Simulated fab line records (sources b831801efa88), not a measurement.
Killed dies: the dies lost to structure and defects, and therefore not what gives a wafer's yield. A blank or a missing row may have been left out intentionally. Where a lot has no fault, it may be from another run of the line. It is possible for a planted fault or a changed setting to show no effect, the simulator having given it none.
Which tool was responsible? | flow gf180mcu | Sampling: 13 lots, 39 wafers, 3 of 602 route steps

WHAT THE GAUGES SHOWED, per wafer
GF_STI_THK_MEAS_24. Usual: STI_CVD_23_THK gives 651 nm (standard deviation 5.8).
lot  | measured    | on           | STI_CVD_23_THK (nm) | flag
L342 | day 2 03:47 | filmMetro-04 | 644 649 644         | 
L345 | day 2 18:47 | filmMetro-04 | 656 657 654         | 
L346 | day 3 01:23 | filmMetro-03 | 653 658 654         | 
L347 | day 3 05:01 | filmMetro-02 | 647 646 653         | 
L350 | day 3 20:50 | filmMetro-02 | 652 655 647         | 
L354 | day 4 17:47 | filmMetro-03 | 653 648 647         | 
L359 | day 5 19:10 | filmMetro-03 | 647 651 648         | 
L360 | day 6 00:25 | filmMetro-03 | 654 655 662         | 
L361 | day 6 05:04 | filmMetro-02 | 654 642 655         | 
L362 | day 6 11:18 | filmMetro-04 | 652 660 651         | 
L363 | day 6 17:02 | filmMetro-02 | 665 664 655         | 
L364 | day 6 20:28 | filmMetro-03 | 662 650 657         | 
L365 | day 7 01:56 | filmMetro-02 | 651 661 652         | 

GF_POLY_GATE_CD_MEAS_10: the cd target is 280 nm. Usual: cdNm reads 280.2 nm (standard deviation 1.4).
lot  | measured     | on       | cdNm (nm)                           | flag
L342 | day 9 02:30  | cdSem-02 | 280.9 281.8 280.9                   | 
L345 | day 10 03:05 | cdSem-01 | 278.3 279.4 279.2                   | 
L346 | day 10 09:02 | cdSem-01 | 282.8 281.4 281.9                   | 
L347 | day 10 17:23 | cdSem-02 | 280.8 278.7 280.3                   | 
L350 | day 11 11:10 | cdSem-02 | 280.5 279.6 280.0                   | 
L354 | day 12 19:08 | cdSem-01 | 319.9 320.6 321.2 319.9 320.7 321.0 | OFF
L359 | day 14 09:08 | cdSem-02 | 281.5 281.0 280.6                   | 
L360 | day 14 15:05 | cdSem-02 | 279.2 277.9 277.9                   | 
L361 | day 14 21:00 | cdSem-01 | 278.9 278.1 278.7                   | 
L362 | day 15 05:02 | cdSem-01 | 281.3 281.9 283.1                   | 
L363 | day 15 12:05 | cdSem-02 | 278.5 277.9 279.0                   | 
L364 | day 15 17:36 | cdSem-02 | 281.1 280.6 282.0                   | 
L365 | day 15 22:38 | cdSem-01 | 280.6 280.2 279.8                   | 

WHAT TOOL EACH LOT RAN ON (gives the tool, then ch and the chambers of the sampled wafers, and finally the start)
lot  | GF_POLY_GATE_EXPOSE_07
L342 | krfScanner-01 ch 0, day 8 18:28
L345 | krfScanner-01 ch 0, day 9 18:10
L346 | krfScanner-02 ch 0, day 10 00:16
L347 | krfScanner-02 ch 0, day 10 08:50
L350 | krfScanner-02 ch 0, day 11 01:52
L354 | krfScanner-02 ch 0, day 12 09:22
L359 | krfScanner-02 ch 0, day 13 22:50
L360 | krfScanner-02 ch 0, day 14 04:35
L361 | krfScanner-01 ch 0, day 14 10:49
L362 | krfScanner-01 ch 0, day 14 18:17
L363 | krfScanner-02 ch 0, day 15 01:43
L364 | krfScanner-01 ch 0, day 15 07:11
L365 | krfScanner-01 ch 0, day 15 12:14
- GF_POLY_GATE_EXPOSE_07: exposes mask Poly2, target cd 280 nm.

WHAT THE TOOLS THEMSELVES READ (means of the sampled wafers that have a number; where no wafer has one, the mark that the record gives instead)
GF_POLY_GATE_EXPOSE_07. Usual: focusOffsetNm reads -0.1 nm (standard deviation 0.55).
lot  | tool          | focusOffsetNm (nm) | flag
L342 | krfScanner-01 | -0.2               | 
L345 | krfScanner-01 | -0.3               | 
L346 | krfScanner-02 | -0.2               | 
L347 | krfScanner-02 | 0.5                | 
L350 | krfScanner-02 | -0.3               | 
L354 | krfScanner-02 | -0.2               | 
L359 | krfScanner-02 | -0.0               | 
L360 | krfScanner-02 | -0.5               | 
L361 | krfScanner-01 | 0.6                | 
L362 | krfScanner-01 | 0.2                | 
L363 | krfScanner-02 | 0.4                | 
L364 | krfScanner-01 | 0.0                | 
L365 | krfScanner-01 | -0.5               | 

THE ANSWER, worked out from the rows above alone
Rule: take the mean of a lot's wafers that have a number; if it is more than 3 standard deviations from the usual mean, the lot is off. A lot without any number at a reading at which 4 lots or more have one is off too. Any other lot the step has rows for is counted as sound. Order of review: gauges by route order, followed by the tools' own readings, for which a lot's mean as printed above is used. At the first step where some lot is off, the reading lying furthest off is the one used; lots without a number count as furthest.
Off: L354 (GF_POLY_GATE_CD_MEAS_10, cdNm).
If a tool, at a process step before that reading, ran all the lots that are off and no sound lot after the first of them, it fits. Gauges at GF_POLY_GATE_CD_MEAS_10: tried the same way as those tools. No candidate that was tried fits.

WHAT WAS PUT IN BY THE SIMULATOR
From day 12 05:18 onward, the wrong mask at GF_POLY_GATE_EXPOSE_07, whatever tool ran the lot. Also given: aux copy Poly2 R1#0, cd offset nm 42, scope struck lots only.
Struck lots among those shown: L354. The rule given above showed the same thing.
